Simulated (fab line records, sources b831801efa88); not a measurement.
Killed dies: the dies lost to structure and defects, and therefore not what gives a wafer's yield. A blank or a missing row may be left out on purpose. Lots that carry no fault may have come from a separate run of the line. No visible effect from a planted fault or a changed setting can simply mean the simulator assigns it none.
fab line records | flow sky130
[record] lots = 14 | wafers = 42 | last-day = 50
route steps=708 shown METAL1@451 VIA1@482 METAL2@486
lots untouched by any fault: they come from a run of this same line in which no faults occurred
start-h: hours from the record's opening day to when the first of the lot's shown wafers began | wait-h: hours since the lot's step before | " identical to the entry in the row above | L1.1+2: a row that stands for several wafers | - either no value or no given start | * or withheld: withheld | < > ~ a bound
route shown NAME@n: a module of which the file shows steps, and the number in the route of the first | usual: the fault-free wafers' mean and standard deviation | same: alike in all rows | chamber/n: place in a boat | sites: the reading at each site | _std_site: the values' standard deviation | _edge_site: mean of outer sites minus mean of inner sites | radius-mm: for every site, how far away it sits from the centre of the wafer | mask NAME#n: copy n | behind: the most recent tool/chamber to have shaped the wafer | hold: the reason the lot was held/the length of the hold in hours/how it ended | device: transistor that didn't switch, given as n, p or np | end of line: the route-end tests of the same wafers | a step without rows: its recipe alone | killed: not the wafer's yield, but the dies lost to structure and defects at the first sort | map: dies across one wafer; x = killed, . = not, _ = none there
set.NAME: setting as actually run; set.NAME@STEP: the setting as run at that earlier step | model.NAME: the simulator's own value behind a step, which no gauge read
one table for each step of the route and one row for each wafer, over a sample of lots
services: when a tool's chamber went out of use (start-h, in hours from the record's first day, below 0 if earlier), for how many hours, and the reason
[[steps]]
[step SKY_METAL1_DESCUM_17]
[recipe] chemistry = O2 | source-power-w = 150 | bias-power-w = 0 | pressure-mtorr = 10 | temp-c = 40 | time-s = 8
[usual] drypump-motor-current-A = 5.8/0.5 | oes-product-au = 0.996/0.014
lot.wafer | tool         | chamber | start-h | wait-h | drypump-motor-current-A | oes-product-au | rf-hours-counter-h
L301.1    | rie-metal-03 | 1       | 764.99  | 0.0    | 6.0                     | 0.976          | 5
L301.2    | "            | 1       | "       | "      | 6.0                     | 0.991          | -
L301.3    | "            | 1       | "       | "      | 5.9                     | 0.985          | -
L305.1    | rie-metal-03 | 1       | 804.53  | 0.0    | 5.9                     | 0.977          | 6
L305.3    | "            | 0       | "       | "      | 6.5                     | 0.998          | -
L305.6    | "            | 1       | "       | "      | 5.9                     | 0.979          | -
L307.3    | rie-metal-03 | 1       | 813.36  | 0.0    | 6.0                     | 0.986          | -
L307.5    | "            | 1       | "       | "      | 6.0                     | 0.992          | -
L307.6    | "            | 0       | "       | "      | 6.5                     | 1.001          | -
L309.4    | rie-metal-03 | 0       | 824.39  | 0.0    | 6.5                     | 0.981          | -
L309.5    | "            | 1       | "       | "      | 6.0                     | 0.972          | -
L309.6    | "            | 0       | "       | "      | 6.5                     | 0.988          | -
L310.2    | rie-metal-02 | 1       | 834.40  | 0.0    | 5.3                     | 0.977          | 3
L310.3    | "            | 0       | "       | "      | 5.8                     | 1.003          | -
L310.5    | "            | 1       | "       | "      | 5.3                     | 0.988          | -
L311.2    | rie-metal-03 | 0       | 834.75  | 0.0    | 6.4                     | 0.996          | 2
L311.3    | "            | 0       | "       | "      | 6.5                     | 0.998          | -
L311.5    | "            | 1       | "       | "      | 6.0                     | 0.971          | -
L312.1    | rie-metal-03 | 0       | 855.06  | 0.0    | 6.5                     | 1.004          | 3
L312.4    | "            | 1       | "       | "      | 6.1                     | 0.981          | -
L312.6    | "            | 1       | "       | "      | 6.0                     | 0.978          | -
L313.2    | rie-metal-01 | 0       | 863.20  | 0.0    | 6.2                     | 1.010          | 9
L313.3    | "            | 0       | "       | "      | 6.2                     | 0.999          | -
L313.4    | "            | 1       | "       | "      | 5.1                     | 0.990          | -
L314.1    | rie-metal-02 | 1       | 869.00  | 0.0    | 5.3                     | 0.969          | 4
L314.3    | "            | 0       | "       | "      | 5.7                     | 1.011          | -
L314.4    | "            | 1       | "       | "      | 5.3                     | 0.980          | -
L315.1    | rie-metal-01 | 0       | 871.25  | 0.0    | 6.1                     | 1.000          | 10
L315.4    | "            | 0       | "       | "      | 6.1                     | 1.006          | -
L315.6    | "            | 0       | "       | "      | 6.2                     | 1.008          | -
L316.1    | rie-metal-03 | 1       | 875.38  | 0.0    | 6.0                     | 0.978          | 9
L316.3    | "            | 1       | "       | "      | 6.0                     | 0.975          | -
L316.4    | "            | 0       | "       | "      | 6.5                     | 0.999          | -
L322.1    | rie-metal-03 | 1       | 922.52  | 0.0    | 6.0                     | 0.995          | 11
L322.3    | "            | 0       | "       | "      | 6.5                     | 0.992          | -
L322.6    | "            | 1       | "       | "      | 6.0                     | 0.993          | -
L323.1    | rie-metal-02 | 0       | 924.75  | 0.0    | 5.7                     | 1.019          | 16
L323.4    | "            | 0       | "       | "      | 5.7                     | 1.020          | -
L323.6    | "            | 1       | "       | "      | 5.3                     | 0.994          | -
L324.1    | rie-metal-01 | 0       | 932.22  | 0.0    | 6.2                     | 1.004          | 12
L324.3    | "            | 1       | "       | "      | 5.0                     | 0.992          | -
L324.6    | "            | 0       | "       | "      | 6.1                     | 1.006          | -
[step SKY_METAL1_METAL_ETCH_19]
[recipe] target-depth-a = 3600 | stop-on = SiO2 | over-etch-frac = 0.3 | time-s = 78 | chemistry = Cl2/BCl3 | resist-sidewall-deg = 88 | pressure-mtorr = 10 | icp-w = 900 | bias-w = 48.5 | Cl2_flow_sccm = 60 | bcl3-flow-sccm = 30
[usual] bcl3-flow-sccm = 29.99/0.086 | drypump-motor-current-A = 5.8/0.5 | oes-product-au = 0.853/0.0058 | throttle-valve-pct = 22.264/0.0098
lot.wafer | tool         | chamber | start-h | wait-h | bcl3-flow-sccm | drypump-motor-current-A | oes-product-au | rf-hours-counter-h | throttle-valve-pct
L301.1    | rie-metal-03 | 1       | 765.18  | 0.1    | 30.01          | 6.0                     | 0.861          | 5                  | 22.281
L301.2    | "            | 1       | "       | "      | 30.13          | 6.0                     | 0.864          | -                  | 22.265
L301.3    | "            | 1       | "       | "      | 30.07          | 6.0                     | 0.862          | -                  | 22.256
L305.1    | rie-metal-03 | 1       | 804.62  | 0.0    | 29.97          | 6.0                     | 0.846          | 6                  | 22.265
L305.3    | "            | 0       | "       | "      | 29.96          | 6.5                     | 0.854          | -                  | 22.263
L305.6    | "            | 1       | "       | "      | 30.02          | 6.0                     | 0.849          | -                  | 22.266
L307.3    | rie-metal-03 | 1       | 813.47  | 0.1    | 29.98          | 6.0                     | 0.849          | -                  | 22.256
L307.5    | "            | 1       | "       | "      | 29.95          | 6.0                     | 0.855          | -                  | 22.267
L307.6    | "            | 0       | "       | "      | 30.04          | 6.5                     | 0.853          | -                  | 22.254
L309.4    | rie-metal-03 | 0       | 824.50  | 0.1    | 30.08          | 6.5                     | 0.857          | -                  | 22.270
L309.5    | "            | 1       | "       | "      | 30.10          | 6.0                     | 0.853          | -                  | 22.253
L309.6    | "            | 0       | "       | "      | 29.95          | 6.4                     | 0.861          | -                  | 22.263
L310.2    | rie-metal-02 | 1       | 834.49  | 0.0    | 29.94          | 5.3                     | 0.855          | 3                  | 22.286
L310.3    | "            | 0       | "       | "      | 29.94          | 5.8                     | 0.853          | -                  | 22.269
L310.5    | "            | 1       | "       | "      | 30.13          | 5.3                     | 0.852          | -                  | 22.262
L311.2    | rie-metal-03 | 0       | 834.84  | 0.0    | 30.04          | 6.5                     | 0.853          | 2                  | 22.270
L311.3    | "            | 0       | "       | "      | 29.83          | 6.5                     | 0.860          | -                  | 22.262
L311.5    | "            | 1       | "       | "      | 29.94          | 6.0                     | 0.859          | -                  | 22.260
L312.1    | rie-metal-03 | 0       | 855.16  | 0.0    | 30.10          | 6.5                     | 0.856          | 3                  | 22.277
L312.4    | "            | 1       | "       | "      | 30.16          | 6.0                     | 0.849          | -                  | 22.260
L312.6    | "            | 1       | "       | "      | 30.03          | 6.0                     | 0.854          | -                  | 22.255
L313.2    | rie-metal-01 | 0       | 863.29  | 0.0    | 29.92          | 6.2                     | 0.852          | 9                  | 22.256
L313.3    | "            | 0       | "       | "      | 30.15          | 6.2                     | 0.863          | -                  | 22.262
L313.4    | "            | 1       | "       | "      | 29.85          | 5.1                     | 0.856          | -                  | 22.265
L314.1    | rie-metal-02 | 1       | 869.09  | 0.0    | 30.00          | 5.3                     | 0.849          | 4                  | 22.272
L314.3    | "            | 0       | "       | "      | 30.05          | 5.8                     | 0.861          | -                  | 22.249
L314.4    | "            | 1       | "       | "      | 29.89          | 5.3                     | 0.846          | -                  | 22.280
L315.1    | rie-metal-01 | 0       | 871.34  | 0.0    | 29.87          | 6.2                     | 0.852          | 10                 | 22.258
L315.4    | "            | 0       | "       | "      | 29.87          | 6.2                     | 0.850          | -                  | 22.293
L315.6    | "            | 0       | "       | "      | 29.91          | 6.2                     | 0.857          | -                  | 22.279
L316.1    | rie-metal-03 | 1       | 875.47  | 0.0    | 30.04          | 6.0                     | 0.856          | 9                  | 22.274
L316.3    | "            | 1       | "       | "      | 30.03          | 6.0                     | 0.853          | -                  | 22.260
L316.4    | "            | 0       | "       | "      | 30.01          | 6.5                     | 0.840          | -                  | 22.263
L322.1    | rie-metal-03 | 1       | 922.61  | 0.0    | 30.04          | 6.0                     | 0.852          | 11                 | 22.247
L322.3    | "            | 0       | "       | "      | 29.89          | 6.5                     | 0.851          | -                  | 22.261
L322.6    | "            | 1       | "       | "      | 29.97          | 6.0                     | 0.846          | -                  | 22.265
L323.1    | rie-metal-02 | 0       | 924.84  | 0.0    | 30.04          | 5.8                     | 0.843          | 16                 | 22.264
L323.4    | "            | 0       | "       | "      | 30.02          | 5.7                     | 0.863          | -                  | 22.269
L323.6    | "            | 1       | "       | "      | 29.92          | 5.3                     | 0.849          | -                  | 22.257
L324.1    | rie-metal-01 | 0       | 932.31  | 0.0    | 30.08          | 6.2                     | 0.860          | 12                 | 22.269
L324.3    | "            | 1       | "       | "      | 29.86          | 5.0                     | 0.848          | -                  | 22.248
L324.6    | "            | 0       | "       | "      | 29.94          | 6.2                     | 0.852          | -                  | 22.262
[step SKY_VIA1_CMP_24]
[recipe] stop-on = SiO2 | t-overpolish-s = 15 | down-force-psi = 3.5 | platen-rpm = 60 | target-thk-nm = 0 | pad-velocity-m-s = 0.94248
[usual] motor-current-A = 11.2/0.91 | overpolish-run-s = 15.000/0.0092 | time-to-endpoint-s = 65/3.4
lot.wafer | tool   | chamber | start-h | wait-h | motor-current-A | overpolish-run-s | time-to-endpoint-s
L301.2    | cmp-02 | 0       | 793.79  | 0.0    | 11.2            | 15.006           | 69
L301.3    | "      | 1       | "       | "      | 9.7             | 15.001           | 71
L301.1    | "      | 2       | "       | "      | 12.6            | 15.000           | 71
L305.1    | cmp-01 | 3       | 833.78  | 0.1    | 11.8            | 14.991           | 67
L305.3    | "      | 1       | "       | "      | 11.1            | 15.001           | 59
L305.6    | "      | 0       | "       | "      | 11.2            | 15.007           | 70
L307.3    | cmp-02 | 3       | 842.55  | 0.1    | 10.4            | 15.004           | 67
L307.5    | "      | 2       | "       | "      | 12.4            | 15.010           | 66
L307.6    | "      | 3       | "       | "      | 11.6            | 14.996           | 65
L309.4    | cmp-01 | 0       | 853.33  | 0.1    | 11.1            | 15.000           | 64
L309.6    | "      | 2       | "       | "      | 11.9            | 14.999           | 68
L309.5    | "      | 3       | "       | "      | 11.5            | 14.988           | 66
L310.2    | cmp-01 | 1       | 862.53  | 0.0    | 12.0            | 15.003           | 60
L310.3    | "      | 3       | "       | "      | 11.7            | 14.993           | 63
L310.5    | "      | 2       | "       | "      | 11.6            | 15.009           | 67
L311.3    | cmp-02 | 1       | 863.25  | 0.0    | 9.7             | 14.999           | 63
L311.2    | "      | 2       | "       | "      | 12.9            | 15.004           | 64
L311.5    | "      | 2       | "       | "      | 12.1            | 15.020           | 67
L312.1    | cmp-02 | 2       | 883.47  | 0.1    | 12.4            | 15.020           | 66
L312.4    | "      | 3       | "       | "      | 10.3            | 15.002           | 66
L312.6    | "      | 1       | "       | "      | 9.9             | 14.992           | 67
L313.3    | cmp-01 | 0       | 892.18  | 0.0    | 10.6            | 14.984           | 67
L313.2    | "      | 1       | "       | "      | 12.1            | 14.993           | 59
L313.4    | "      | 2       | "       | "      | 11.6            | 15.013           | 68
L314.1    | cmp-02 | 3       | 897.71  | 0.1    | 11.1            | 14.988           | 60
L314.3    | "      | 0       | "       | "      | 10.7            | 14.996           | 61
L314.4    | "      | 1       | "       | "      | 9.2             | 15.004           | 61
L315.1    | cmp-01 | 0       | 899.09  | 0.1    | 10.0            | 14.998           | 65
L315.4    | "      | 1       | "       | "      | 11.2            | 14.999           | 58
L315.6    | "      | 3       | "       | "      | 11.7            | 14.986           | 64
L316.3    | cmp-01 | 1       | 903.88  | 0.0    | 12.3            | 15.006           | 63
L316.4    | "      | 3       | "       | "      | 11.0            | 14.994           | 71
L316.1    | "      | 0       | "       | "      | 10.8            | 15.020           | 69
L322.3    | cmp-02 | 0       | 949.39  | 0.1    | 11.0            | 0.047            | 106
L322.1    | "      | 1       | "       | "      | 9.2             | 15.000           | 65
L322.6    | "      | 2       | "       | "      | 13.2            | 0.042            | 105
L323.4    | cmp-01 | 1       | 951.64  | 0.1    | 11.6            | 14.984           | 62
L323.1    | "      | 2       | "       | "      | 12.1            | 15.001           | 71
L323.6    | "      | 1       | "       | "      | 11.9            | 14.991           | 65
L324.3    | cmp-02 | 1       | 959.19  | 0.1    | 9.3             | 0.034            | 106
L324.1    | "      | 2       | "       | "      | 12.6            | 14.992           | 65
L324.6    | "      | 1       | "       | "      | 9.6             | 0.038            | 107
[step SKY_METAL2_SPUTTER_03]
[recipe] material = Ti | target-thk-nm = 5 | power-w = 3000 | time-s = 3.3 | chamber-pressure-pa = 0.4
[usual] throttle-valve-pct = 29.6/0.72
lot.wafer | tool           | chamber | start-h | wait-h | throttle-valve-pct
L301.1    | pvd-sputter-01 | -       | 794.16  | 0.0    | 29.3
L301.2    | "              | -       | "       | "      | 28.9
L301.3    | "              | -       | "       | "      | 30.8
L305.1    | pvd-sputter-01 | -       | 834.15  | 0.0    | 30.0
L305.3    | "              | -       | "       | "      | 28.5
L305.6    | "              | -       | "       | "      | 30.2
L307.3    | pvd-sputter-02 | -       | 842.87  | 0.0    | 28.4
L307.5    | "              | -       | "       | "      | 29.8
L307.6    | "              | -       | "       | "      | 28.7
L309.4    | pvd-sputter-02 | -       | 853.60  | 0.0    | 29.4
L309.5    | "              | -       | "       | "      | 29.4
L309.6    | "              | -       | "       | "      | 29.9
L310.2    | pvd-sputter-03 | -       | 862.91  | 0.0    | 30.0
L310.3    | "              | -       | "       | "      | 29.5
L310.5    | "              | -       | "       | "      | 29.4
L311.2    | pvd-sputter-03 | -       | 863.63  | 0.0    | 29.6
L311.3    | "              | -       | "       | "      | 30.2
L311.5    | "              | -       | "       | "      | 29.4
L312.1    | pvd-sputter-01 | -       | 883.75  | 0.0    | 28.4
L312.4    | "              | -       | "       | "      | 29.2
L312.6    | "              | -       | "       | "      | 28.8
L313.2    | pvd-sputter-01 | -       | 892.56  | 0.0    | 30.0
L313.3    | "              | -       | "       | "      | 29.2
L313.4    | "              | -       | "       | "      | 29.1
L314.1    | pvd-sputter-02 | -       | 898.08  | 0.0    | 28.7
L314.3    | "              | -       | "       | "      | 28.8
L314.4    | "              | -       | "       | "      | 29.8
L315.1    | pvd-sputter-01 | -       | 899.41  | 0.0    | 30.1
L315.4    | "              | -       | "       | "      | 28.7
L315.6    | "              | -       | "       | "      | 28.8
L316.1    | pvd-sputter-01 | -       | 904.25  | 0.0    | 30.2
L316.3    | "              | -       | "       | "      | 28.8
L316.4    | "              | -       | "       | "      | 29.1
L322.1    | pvd-sputter-01 | -       | 949.66  | 0.0    | 30.2
L323.1    | pvd-sputter-01 | -       | 952.01  | 0.0    | 28.7
L323.4    | "              | -       | "       | "      | 30.6
L323.6    | "              | -       | "       | "      | 28.7
L324.1    | pvd-sputter-03 | -       | 959.51  | 0.0    | 29.4
[[services]]
tool           | chamber | start-h | hours | kind
cmp-02         | -       | 744.06  | 4.0   | pm
cmp-02         | -       | 749.93  | 3.9   | repair
rie-metal-02   | -       | 755.01  | 14.0  | repair
rie-metal-03   | 0       | 755.92  | -     | clean
rie-metal-03   | 0       | 755.92  | 16.3  | scheduled-down
pvd-sputter-03 | -       | 771.79  | 1.0   | repair
pvd-sputter-02 | -       | 781.91  | 27.5  | repair
cmp-01         | -       | 822.69  | 1.9   | repair
rie-metal-03   | -       | 838.19  | 2.5   | repair
pvd-sputter-01 | -       | 840.88  | 25.9  | repair
pvd-sputter-02 | -       | 844.04  | 1.2   | repair
pvd-sputter-02 | -       | 845.29  | 1.3   | repair
pvd-sputter-02 | -       | 845.80  | 3.6   | repair
rie-metal-02   | -       | 851.35  | 14.6  | pm
rie-metal-01   | -       | 854.96  | 2.8   | pm
cmp-01         | -       | 873.27  | 15.6  | repair
pvd-sputter-02 | -       | 887.66  | 3.5   | repair
cmp-02         | -       | 888.95  | 2.2   | repair
cmp-01         | -       | 911.38  | 0.5   | repair
pvd-sputter-03 | -       | 912.59  | 0.9   | repair
cmp-01         | -       | 913.04  | 4.0   | pm
pvd-sputter-03 | -       | 920.81  | 3.0   | repair
cmp-02         | -       | 934.23  | 0.5   | repair
rie-metal-02   | 0       | 943.53  | 19.4  | repair
[[key]]
[first-sign] step = SKY_VIA1_CMP_24 | reading = overpolish-run-s | direction = down | sigmas = 99+ | usual = 15.000 | struck = 0.040
[effect] step = SKY_VIA1_CMP_24 | reading = time-to-endpoint-s | direction = up | sigmas = 12 | usual = * | struck = *
met-at SKY_VIA1_CMP_24
struck-lots L322,L324
struck-wafers L322.3,L322.6,L324.3,L324.6
later-rows-left-out L322.3,L322.6,L324.3,L324.6
sort-left-out L322.3,L322.6,L324.3,L324.6
not-acting-at SKY_METAL1_DESCUM_17,SKY_METAL1_METAL_ETCH_19,SKY_METAL2_SPUTTER_03
onset-between 897.71 949.39
[fault] kind = process-parameter-drift | tool = cmp-02 | chamber = - | onset-h = 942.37 | steps = SKY_VIA1_CMP_24 | channel = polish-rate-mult | offset = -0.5 | shape = step | end-h = 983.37 | scope = struck-wafers-only
// sort-left-out: the simulated sort isn't trusted on such a fault, so these wafers' sort isn't shown, and their yield isn't known
// later-rows-left-out: the simulator's readings of these wafers behind a module that went badly wrong aren't trusted and aren't shown, but for the sort
